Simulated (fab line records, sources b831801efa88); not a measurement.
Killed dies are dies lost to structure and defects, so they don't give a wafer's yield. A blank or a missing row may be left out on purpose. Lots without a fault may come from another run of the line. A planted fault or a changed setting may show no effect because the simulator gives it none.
A struck lot beside a sound one | flow gf180mcu | 15 steps out of a route of 602
Sound: wafers L956.1, L956.4, L956.6. Struck: wafers L949.1, L949.3. (L949.2 of the same lot was not struck and is left out.) The cause comes at the end.
At each step with rows: each side's tool, then ch and its chambers, then its first start. Under that, the readings that differ: sound wafers | struck wafers | difference of the means | sigmas: that difference in standard deviations of wafers without a fault.
alike: readings whose means differ by less than 2 such deviations, and words and numbers that are the same on both sides. not compared: withheld readings, readings that some wafer has no value for, bounds like >300 that may hide the same value, and numbers for which the record gives no deviation and whose values overlap.
The two part at a step that has a row with sigmas, a row that says differs or no value, or rows on one side only. Numbers that don't overlap but have no deviation are shown without sigmas and don't part them. A reading that every wafer of one side lacks parts them only if that side has two wafers or more.

GF_V1_CD_MEAS_14: target cd 260 nm.
  sound on cd_sem-02, day 23 11:02; struck on cd_sem-02, day 20 22:53
  reading    | sound             | struck      | difference | sigmas
  cd_nm (nm) | 260.2 260.7 260.0 | 256.9 257.3 | -3.2       | -3
GF_V1_OVL_MEAS_15:
  sound on overlay-01, day 23 11:10; struck on overlay-01, day 20 23:01
  alike: V1_OVL
GF_V1_ETCH_16: etches BARC in N2/H2.
  sound on rie_diel-02 ch 1,2,3, day 23 11:12; struck on rie_diel-02 ch 0,2, day 20 23:02
  alike: drypump_motor_current_A, oes_product_au, rf_fwd_power_W, throttle_valve_pct
then, 1 step without rows for these wafers: GF_V1_ETCH_17 (etches SiO2 in C4F8/O2/Ar, stops on TiN, target depth 630 nm).
GF_V1_STRIP_18: strips in O2/N2.
  sound on plasma_asher-01 ch 0,1, day 23 11:20; struck on plasma_asher-04 ch 1, day 20 23:10
  reading                     | sound       | struck  | difference | sigmas
  drypump_motor_current_A (A) | 4.9 4.9 5.8 | 6.1 6.1 | +0.9       | +2
  alike: heater_power_w, oes_product_au
  not compared: rf_hours_counter_h
then, 2 steps without rows for these wafers: GF_V1_STRIP_19 (strips in post etch residue remover, time 1200 s); GF_V1_CLEAN_20 (cleans in DIW).
GF_V1_SPUTTER_21: material Ti, target thk 15 nm, time 80.02 s.
  sound on pvd_sputter-03, day 23 12:12; struck on pvd_sputter-03, day 20 23:43
  alike: substrate_temp_c, throttle_valve_pct
GF_V1_SPUTTER_22: material TiN, target thk 10 nm, time 40 s.
  sound on pvd_sputter-03, day 23 12:16; struck on pvd_sputter-03, day 20 23:46
  alike: throttle_valve_pct
GF_V1_CVD_23: deposits W, target thk 350 nm, time 105.05 s.
  sound on cvd_w-01 ch 0,1, day 23 12:18; struck on cvd_w-01 ch 1, day 20 23:49
  alike: heater_power_w
GF_V1_RS_MEAS_24: measures by four-point-probe.
  sound on film_metro-03, day 23 12:25; struck on film_metro-04, day 20 23:55
  alike: V1_W_RS
GF_V1_THK_MEAS_25: measures by xrf.
  sound on film_metro-03, day 23 12:32; struck on film_metro-04, day 21 00:02
  alike: V1_W_THK
GF_V1_CMP_26: polishes, stops on SiO2, t overpolish 15 s, target thk 0 nm.
  sound on cmp-02 ch 1,2, day 23 12:36; struck on cmp-01 ch 0,3, day 21 00:09
  reading                | sound    | struck | difference | sigmas
  time_to_endpoint_s (s) | 88 89 86 | 46 48  | -41        | -13
  alike: motor_current_A, overpolish_run_s, slurry_filter_dp_kPa
then, 1 step without rows for these wafers: GF_M2_SPUTTER_00 (material Ti, target thk 37.5 nm, time 150 s).
-- the record jumps here: 10 days lie between the struck wafers' starts before and after (it left off in module M2 and takes up again in module PASSIVATION, whose first step shown is number 602 of the route) --
GF_PASSIVATION_PROBE_99:
  the record has rows for the struck wafers here (prober-01, day 31 07:19) and none for the sound ones

WHERE THEY PART
First at GF_V1_CD_MEAS_14; last, within this record, at GF_PASSIVATION_PROBE_99.

WHY: what the simulator had put in
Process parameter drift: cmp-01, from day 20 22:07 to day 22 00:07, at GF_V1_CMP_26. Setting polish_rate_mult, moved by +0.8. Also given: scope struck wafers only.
